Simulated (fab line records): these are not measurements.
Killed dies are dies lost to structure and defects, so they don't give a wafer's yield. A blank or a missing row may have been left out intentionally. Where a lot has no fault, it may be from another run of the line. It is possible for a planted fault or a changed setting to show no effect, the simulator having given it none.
Matching of chambers | flow sky130 | SKY_VIA2_CMP_02 on cmp-02: 4 sister chambers
The step polishes SiO2. 4 wafers are shown with their chamber, then 7 later ones without.

## EACH WAFER AND ITS CHAMBER
wafer  | chamber | motorCurrentA (A)
L381.6 | 0       | 11.2
L385.6 | 3       | 11.2
L387.1 | 1       | 13.8
L387.2 | 2       | 12.7

## WAFERS WITH NO CHAMBER GIVEN
wafer  | motorCurrentA (A)
L387.6 | 12.7
L395.2 | 13.3
L395.4 | 10.7
L395.5 | 12.7
L403.2 | 11.0
L403.3 | 10.9
L403.4 | 13.3

## CHAMBER TAKEN BY EACH
wafer  | from the rows above     | in truth
L387.6 | 2                       | 2
L395.2 | can't be placed: 1 or 2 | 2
L395.4 | can't be placed: 0 or 3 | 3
L395.5 | 2                       | 2
L403.2 | can't be placed: 0 or 3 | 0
L403.3 | can't be placed: 0 or 3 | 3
L403.4 | can't be placed: 1 or 2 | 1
Placed correctly: 2 of 7. From these rows, 5 cannot be placed; in 5 the true chamber is one of the candidates. 0 placed wrongly.
How it was worked out, from the rows above alone: a wafer's distance from a chamber is the root of the sum, over the readings, of the square of ((its reading less the chamber's mean) divided by the reading's scatter). If the next closest chamber is less than 2 further off than the closest, the wafer can't be placed; otherwise it belongs to the closest. The mean given for a chamber averages the wafers shown for that chamber. The scatter: with one shown wafer a chamber, the root of the mean of the squares of how far each hidden wafer lies from its nearest shown one.
